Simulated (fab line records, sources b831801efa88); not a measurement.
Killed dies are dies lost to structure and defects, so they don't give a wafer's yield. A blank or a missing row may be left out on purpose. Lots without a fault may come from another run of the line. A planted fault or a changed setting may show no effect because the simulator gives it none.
Problem report in the 8D (eight disciplines) form, filled by code | flow gf180mcu | the parts of the form that need people (team, actions taken, sign-off) are left out

1. THE PROBLEM
cathode_dc_power_W at GF_M4_SPUTTER_03 reads a mean of 2830.5 W on 6 wafers of 2 lots; wafers without a fault read 3000.0 W with a standard deviation of 0.56. That is -99 or more standard deviations from the usual mean.
The step: material Ti, target thk 10 nm, time 6.7 s.
First seen on wafer L851.2, day 26 17:04, on pvd_sputter-02. The record holds 18 wafers of 6 lots with a number at this step. Rule for "out", or "out of limits": more than 4 standard deviations from the usual mean. The other wafers with a number count as sound.

2. WHAT IT IS AND WHAT IT IS NOT
question                    | is                     | is not
which readings at this step | cathode_dc_power_W     | throttle_valve_pct
which lots                  | L851, L853             | L842, L845, L858, L859
which wafers of those lots  | all that have a number | -
read on which tools         | pvd_sputter-02         | pvd_sputter-01, pvd_sputter-04
when                        | from day 26 17:04      | up to then (6 sound wafers); but 6 sound wafers of L858, L859 came after

3. SUSPECTS, AND WHAT RULES EACH OUT
Counting: a tool at a process step up to the reading stays a suspect if it ran every lot that is out and no sound lot after the first of them.
- pvd_sputter-02 at GF_M4_SPUTTER_00 (material Ti, target thk 37.5 nm, time 150 s): kept. It ran every lot that is out, first L851 (day 26 16:54), and no sound lot after that; its last sound lot up to then is L845 (day 25 02:16).
- pvd_sputter-02 at GF_M4_SPUTTER_01 (material TiN, target thk 30 nm, time 25 s): kept. It ran every lot that is out, first L851 (day 26 17:00), and no sound lot after that; its last sound lot up to then is L845 (day 25 02:22).
- pvd_sputter-02 at GF_M4_SPUTTER_02 (material AlCu, target thk 450 nm, time 23.9 s): kept. It ran every lot that is out, first L851 (day 26 17:02), and no sound lot after that; its last sound lot up to then is L845 (day 25 02:23).
- pvd_sputter-02 at GF_M4_SPUTTER_03 (material Ti, target thk 10 nm, time 6.7 s): kept. It ran every lot that is out, first L851 (day 26 17:04), and no sound lot after that; its last sound lot up to then is L845 (day 25 02:25). Its own readings are out on those wafers: cathode_dc_power_W.
Left after counting: pvd_sputter-02 at GF_M4_SPUTTER_00, pvd_sputter-02 at GF_M4_SPUTTER_01, pvd_sputter-02 at GF_M4_SPUTTER_02, pvd_sputter-02 at GF_M4_SPUTTER_03.

4. THE CAUSE (what the simulator had put in)
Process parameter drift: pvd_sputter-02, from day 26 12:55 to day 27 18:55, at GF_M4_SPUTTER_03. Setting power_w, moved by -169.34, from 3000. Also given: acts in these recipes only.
Counting left 4 suspects, and this tool is among them.

5. THE CHAIN OF EFFECTS, in route order
Each row: a reading whose mean over the struck wafers that have a number lies more than 3 standard deviations from the usual. Only readings for which the record gives a usual standard deviation are gone through. hours: the time from each lot's start at the first step in this table that gives one to its start at this step, as a median over the lots. sigmas: the change in usual standard deviations.
hours | step             | reading            | usual    | on struck wafers | change | sigmas
0     | GF_M4_SPUTTER_03 | cathode_dc_power_W | 3000.0 W | 2830.5           | -169.5 | -99 or more
The process steps in it:
- GF_M4_SPUTTER_03: material Ti, target thk 10 nm, time 6.7 s.

6. WHAT WOULD HAVE CAUGHT IT SOONER
In this record the first reading out of limits was taken at day 26 17:04, 4 hours after the fault began at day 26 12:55.
